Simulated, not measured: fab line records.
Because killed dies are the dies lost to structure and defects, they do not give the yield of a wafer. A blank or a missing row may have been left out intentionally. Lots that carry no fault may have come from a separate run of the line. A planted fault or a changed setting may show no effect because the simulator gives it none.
fab line records	flow sky130
[record] lots = 12	wafers = 36	lastDay = 50
route steps=708 shown SD_N@352 LI_CONTACT@364 LOCAL_INTERCONNECT@389
lots that met no fault: taken from a fault-free run of the same line
startH: the number of hours between the record's first day and the start of the first shown wafer of the lot	waitH: how many hours have passed since the lot's step before this one	" identical to the entry in the row above	L1.1+2: several wafers, shown together as one row	- no value present, or no start provided	* or withheld: withheld	< > ~ a bound
route shown NAME@n: NAME is a module with steps in the file, n the number in the route of the first one	usual: mean/standard deviation taken from wafers without a fault	same: alike in all rows	chamber/n: place in a boat	sites: per-site readings	_std_site: standard deviation of those values	_edge_site: mean of outer sites minus mean of inner sites	radiusMm: how far each site lies from the wafer's centre	mask NAME#n: copy n	behind: the most recent tool/chamber to have shaped the wafer	hold: the reason the lot was held/the length of the hold in hours/how it ended	device: transistor that didn't switch, given as n, p or np	end of line: at the end of the route, the tests of the same wafers	a step without rows: its recipe alone	killed: dies lost to structure and defects at the first sort, not the wafer's yield	map: the dies of a wafer, with x for killed, . for not killed, _ for no die there
set.NAME: setting as actually run; set.NAME@STEP: the setting as run at that earlier step	model.NAME: the simulator's own value behind a step, which no gauge read
steps of the route over a sample of lots; a table a step, a row a wafer
services: when a tool's chamber went out of use (startH, in hours from the record's first day, below 0 if earlier), for how many hours, and the reason
[[steps]]
[step SKY_SD_N_IMPLANT_10]
[recipe] species = P	energyKev = 20	doseCm2 = 1e+14	tiltDeg = 0
[usual] beamOnS = 10.3/0.47	doseIonsCm2 = 1.0003e+14/1.1e+11	faradayCurrentUA = 547/24
lot.wafer	tool	chamber	startH	waitH	beamOnS	doseIonsCm2	faradayCurrentUA
L440.3	implanter-02	0	644.40	0.1	10.8	1.0001e+14	520
L440.5	"	0	"	"	10.5	1.0018e+14	533
L440.6	"	0	"	"	10.7	1.0005e+14	524
L439.1	implanter-03	0	645.35	0.1	10.1	9.996e+13	559
L439.2	"	0	"	"	9.6	1.0002e+14	585
L439.5	"	0	"	"	10.0	1.0001e+14	560
L443.2	implanter-04	0	683.73	0.1	10.0	1.0034e+14	564
L443.3	"	0	"	"	9.7	9.997e+13	577
L443.4	"	0	"	"	9.9	9.975e+13	566
L446.2	implanter-04	0	711.58	0.1	9.9	1.0001e+14	569
L446.3	"	0	"	"	9.9	9.996e+13	567
L446.5	"	0	"	"	9.9	1.0009e+14	573
L447.2	implanter-03	0	713.88	0.1	10.0	1.0016e+14	560
L447.4	"	0	"	"	9.9	1.0024e+14	569
L447.6	"	0	"	"	10.0	1.0027e+14	561
L455.1	implanter-03	0	777.80	0.1	9.8	3.874e+13	221
L455.4	"	0	"	"	9.9	3.875e+13	219
L455.6	"	0	"	"	10.0	3.87e+13	216
L456.4	implanter-03	0	780.04	0.1	9.6	3.868e+13	226
L456.5	"	0	"	"	9.7	3.864e+13	224
L456.6	"	0	"	"	9.9	3.859e+13	220
L457.4	implanter-04	0	782.58	0.1	10.1	1.0007e+14	558
L457.5	"	0	"	"	9.9	1.0002e+14	566
L457.6	"	0	"	"	10.4	1.0014e+14	545
L458.3	implanter-02	0	796.10	0.1	10.6	9.996e+13	529
L458.5	"	0	"	"	10.9	1.0002e+14	520
L458.6	"	0	"	"	10.6	1.0014e+14	530
L460.1	implanter-02	0	805.32	0.1	11.0	1.0023e+14	512
L460.2	"	0	"	"	10.9	1.0014e+14	520
L460.5	"	0	"	"	10.9	1.0017e+14	518
L461.1	implanter-04	0	810.45	0.1	10.1	1.0001e+14	559
L461.2	"	0	"	"	9.7	1.0003e+14	579
L461.4	"	0	"	"	10.1	1.0008e+14	563
L462.3	implanter-02	0	822.85	0.1	11.0	9.998e+13	516
L462.4	"	0	"	"	11.1	1.0009e+14	506
L462.5	"	0	"	"	10.6	9.986e+13	529
[step SKY_SD_N_RS_MEAS_16]
[recipe] thkMeasGauge = four-point-probe
[usual] SD_N_RS = 68.51/0.11
lot.wafer	tool	chamber	startH	waitH	hold	SD_N_RS[ohm/sq]
L440.3	filmMetro-02	-	644.93	0.1	-	68.46
L440.5	"	-	"	"	-	68.40
L440.6	"	-	"	"	-	68.34
L439.1	filmMetro-02	-	645.97	0.1	-	68.67
L439.2	"	-	"	"	-	68.62
L439.5	"	-	"	"	-	68.56
L443.2	filmMetro-01	-	684.26	0.1	-	68.46
L443.3	"	-	"	"	-	68.40
L443.4	"	-	"	"	-	68.54
L446.2	filmMetro-04	-	712.10	0.1	-	68.45
L446.3	"	-	"	"	-	68.60
L446.5	"	-	"	"	-	68.46
L447.2	filmMetro-01	-	714.41	0.1	-	68.46
L447.4	"	-	"	"	-	68.45
L447.6	"	-	"	"	-	68.31
L455.1	filmMetro-04	-	778.40	0.1	awaitDispo/0.2h/release	70.15
L455.4	"	-	"	"	awaitDispo/0.2h/release	70.03
L455.6	"	-	"	"	awaitDispo/0.2h/release	70.03
L455.1	filmMetro-04	-	778.76	0.3	-	70.05
L455.4	"	-	"	"	-	70.02
L455.6	"	-	"	"	-	70.02
L456.4	filmMetro-02	-	780.63	0.1	awaitDispo/0.2h/release	69.94
L456.5	"	-	"	"	awaitDispo/0.2h/release	69.92
L456.6	"	-	"	"	awaitDispo/0.2h/release	69.96
L456.4	filmMetro-02	-	780.99	0.3	-	70.03
L456.5	"	-	"	"	-	70.11
L456.6	"	-	"	"	-	69.90
L457.4	filmMetro-04	-	783.10	0.1	-	68.59
L457.5	"	-	"	"	-	68.77
L457.6	"	-	"	"	-	68.60
L458.3	filmMetro-04	-	796.62	0.1	-	68.57
L458.5	"	-	"	"	-	68.57
L458.6	"	-	"	"	-	68.66
L460.1	filmMetro-01	-	805.86	0.1	-	68.43
L460.2	"	-	"	"	-	68.33
L460.5	"	-	"	"	-	68.42
L461.1	filmMetro-01	-	810.98	0.1	-	68.57
L461.2	"	-	"	"	-	68.46
L461.4	"	-	"	"	-	68.51
L462.3	filmMetro-01	-	823.37	0.1	-	68.48
L462.4	"	-	"	"	-	68.45
L462.5	"	-	"	"	-	68.47
[step SKY_LI_CONTACT_CMP_02]
[recipe] material = PSG	downForcePsi = 4	platenRpm = 60	padVelocityMS = 0.94248
[usual] headPressurePsi = 4.000/0.0084	motorCurrentA = 12.3/0.93	slurryFilterDpKPa = 13.49/0.15	timeToEndpointS = 32.6/2.8
lot.wafer	tool	chamber	startH	waitH	headPressurePsi	motorCurrentA	slurryFilterDpKPa	timeToEndpointS
L440.3	cmp-02	0	645.53	0.1	3.989	13.0	13.52	25.3
L440.6	"	2	"	"	4.003	12.2	13.39	34.6
L440.5	"	3	"	"	4.005	13.2	13.44	31.3
L439.1	cmp-02	2	646.56	0.1	4.011	12.5	13.26	32.5
L439.2	"	0	"	"	3.999	13.0	13.35	28.1
L439.5	"	2	"	"	4.012	11.9	13.58	31.7
L443.4	cmp-01	1	684.78	0.0	3.999	13.2	13.42	34.0
L443.2	"	2	"	"	3.997	12.4	13.55	33.6
L443.3	"	0	"	"	3.995	11.2	13.20	36.4
L446.2	cmp-01	2	712.62	0.0	4.002	12.7	13.65	30.5
L446.3	"	3	"	"	4.005	10.9	13.67	32.4
L446.5	"	3	"	"	4.000	10.7	13.24	33.7
L447.2	cmp-01	3	715.03	0.1	3.998	11.0	13.64	28.0
L447.4	"	0	"	"	4.000	11.0	13.36	35.5
L447.6	"	1	"	"	4.008	13.6	13.28	33.0
L455.4	cmp-02	3	782.58	0.1	4.006	12.7	13.65	30.0
L455.1	"	0	"	"	3.998	14.2	13.67	27.7
L455.6	"	3	"	"	4.011	12.8	13.34	31.6
L457.4	cmp-02	1	783.68	0.1	4.004	12.6	13.34	35.8
L457.6	"	3	"	"	4.002	12.8	13.40	33.5
L457.5	"	0	"	"	3.996	12.9	13.66	30.8
L456.4	cmp-01	3	786.40	0.1	4.009	10.3	13.29	34.5
L456.5	"	2	"	"	3.994	12.5	13.34	35.0
L456.6	"	3	"	"	3.995	10.7	13.72	32.9
L458.3	cmp-01	0	797.17	0.1	4.005	11.7	13.53	33.3
L458.5	"	3	"	"	3.989	10.2	13.56	30.1
L458.6	"	0	"	"	3.993	11.3	13.79	36.1
L460.1	cmp-02	0	806.77	0.4	3.991	13.5	13.80	28.0
L460.2	"	1	"	"	4.007	12.1	13.37	31.9
L460.5	"	3	"	"	4.003	12.9	13.17	31.0
L461.4	cmp-02	0	811.58	0.1	3.998	13.5	13.48	30.6
L461.2	"	2	"	"	3.985	12.1	13.44	37.6
L461.1	"	3	"	"	4.006	13.0	13.46	33.3
L462.4	cmp-01	2	823.87	0.0	3.999	12.1	13.60	30.1
L462.3	"	3	"	"	4.001	11.4	13.58	31.1
L462.5	"	3	"	"	4.005	11.2	13.34	32.2
[step SKY_LI_CONTACT_CD_MEAS_12]
[recipe] targetCdNm = 170
[usual] cdNm = 170.0/1.3
lot.wafer	tool	chamber	startH	waitH	cdNm
L440.3	cdSem-02	-	673.08	-	169.6
L440.5	"	-	"	"	169.2
L440.6	"	-	"	"	170.1
L439.1	cdSem-02	-	674.29	-	171.0
L439.2	"	-	"	"	170.3
L439.5	"	-	"	"	170.3
L443.2	cdSem-01	-	710.01	-	170.1
L443.3	"	-	"	"	171.1
L443.4	"	-	"	"	170.8
L446.2	cdSem-02	-	739.66	-	168.4
L446.3	"	-	"	"	168.1
L446.5	"	-	"	"	168.4
L447.2	cdSem-01	-	741.81	-	169.0
L447.4	"	-	"	"	169.2
L447.6	"	-	"	"	169.3
L455.1	cdSem-01	-	805.84	-	170.1
L455.4	"	-	"	"	169.5
L455.6	"	-	"	"	169.9
L456.4	cdSem-01	-	807.65	-	170.7
L456.5	"	-	"	"	172.0
L456.6	"	-	"	"	170.9
L457.4	cdSem-02	-	810.32	-	170.7
L457.5	"	-	"	"	169.3
L457.6	"	-	"	"	169.0
L458.3	cdSem-02	-	824.88	-	168.6
L458.5	"	-	"	"	168.6
L458.6	"	-	"	"	169.4
L460.1	cdSem-01	-	833.99	-	172.1
L460.2	"	-	"	"	170.8
L460.5	"	-	"	"	170.0
L461.1	cdSem-02	-	839.52	-	171.3
L461.2	"	-	"	"	171.8
L461.4	"	-	"	"	172.7
L462.3	cdSem-01	-	849.88	-	171.8
L462.4	"	-	"	"	172.4
L462.5	"	-	"	"	169.6
[step SKY_LOCAL_INTERCONNECT_THK_MEAS_02]
[recipe] thkMeasGauge = xrf	reads = TiN_of_LOCAL_INTERCONNECT_SPUTTER_00
[usual] LOCAL_INTERCONNECT_TIN_THK = 101.0/1.3
lot.wafer	tool	chamber	startH	waitH	LOCAL_INTERCONNECT_TIN_THK[nm]
L440.3	filmMetro-01	-	674.57	0.1	101.5
L440.5	"	-	"	"	101.4
L440.6	"	-	"	"	103.1
L439.1	filmMetro-03	-	675.80	0.1	100.2
L439.2	"	-	"	"	101.4
L439.5	"	-	"	"	101.3
L443.2	filmMetro-04	-	711.51	0.1	98.5
L443.3	"	-	"	"	99.6
L443.4	"	-	"	"	98.3
L446.2	filmMetro-03	-	741.16	0.1	100.8
L446.3	"	-	"	"	101.8
L446.5	"	-	"	"	100.6
L447.2	filmMetro-03	-	743.31	0.1	100.7
L447.4	"	-	"	"	101.7
L447.6	"	-	"	"	102.6
L455.1	filmMetro-03	-	807.51	0.1	100.0
L455.4	"	-	"	"	100.4
L455.6	"	-	"	"	101.7
L456.4	filmMetro-03	-	809.25	0.1	100.1
L456.5	"	-	"	"	99.8
L456.6	"	-	"	"	100.2
L457.4	filmMetro-01	-	811.80	0.1	103.8
L457.5	"	-	"	"	103.7
L457.6	"	-	"	"	102.4
L458.3	filmMetro-04	-	826.49	0.1	99.6
L458.5	"	-	"	"	98.7
L458.6	"	-	"	"	100.1
L460.1	filmMetro-03	-	835.62	0.1	100.6
L460.2	"	-	"	"	99.1
L460.5	"	-	"	"	100.0
L461.1	filmMetro-03	-	841.02	0.1	102.0
L461.2	"	-	"	"	99.9
L461.4	"	-	"	"	100.5
L462.3	filmMetro-03	-	851.37	0.1	102.5
L462.4	"	-	"	"	101.3
L462.5	"	-	"	"	100.2
[[services]]
tool	chamber	startH	hours	kind
implanter-03	-	626.29	4.3	pm
implanter-04	-	635.84	19.0	pm
implanter-03	-	638.68	2.1	repair
cmp-02	-	649.05	5.3	pm
cmp-02	-	659.05	8.1	pm
implanter-03	-	661.01	4.5	repair
cmp-01	-	692.09	1.6	repair
cmp-01	-	696.54	2.9	repair
cmp-01	-	698.99	1.8	repair
implanter-02	-	706.44	3.7	pm
implanter-02	-	724.78	1.2	repair
cmp-01	-	744.00	4.0	pm
cmp-01	-	748.00	-	consumableReplace:conditioner
cmp-01	-	748.00	-	consumableReplace:pad
cmp-02	-	749.87	1.7	repair
cmp-02	-	766.93	6.4	repair
implanter-04	-	791.63	4.9	repair
cmp-01	-	805.26	6.8	pm
[[key]]
[firstSign] step = SKY_SD_N_IMPLANT_10	reading = doseIonsCm2	direction = down	sigmas = 99+	usual = *	struck = *
[effect] step = SKY_SD_N_IMPLANT_10	reading = faradayCurrentUA	direction = down	sigmas = 13	usual = 547	struck = 221
[effect] step = SKY_SD_N_RS_MEAS_16	reading = visit	direction = added	through = controlLoop
[effect] step = SKY_SD_N_RS_MEAS_16	reading = SD_N_RS	direction = up	sigmas = 14	usual = 68.51	struck = 70.01	through = controlLoop
metAt SKY_SD_N_IMPLANT_10
struckLots L455,L456
testerLeftOut L455,L456
[loopTrim] step = SKY_SD_N_EXPOSE_04	setting = dose	lots = L455,L456
notActingAt SKY_LI_CONTACT_CMP_02,SKY_LI_CONTACT_CD_MEAS_12,SKY_LOCAL_INTERCONNECT_THK_MEAS_02
onsetBetween 713.88 777.80
[fault] kind = processParameterDrift	tool = implanter-03	chamber = -	onsetH = 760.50	steps = SKY_SD_N_IMPLANT_10	channel = doseCm2	offset = *	shape = step	endH = 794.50	actsIn = *	stated = *
// testerLeftOut: of these lots the tester's yield and bins aren't shown, on N5 and GAA mostly nor the transistor test; their killed dies are dies lost to structure and defects alone, not to doping, threshold or leakage, so they don't give the yield
// loopTrim: a control loop set the setting to another value than it would have without faults
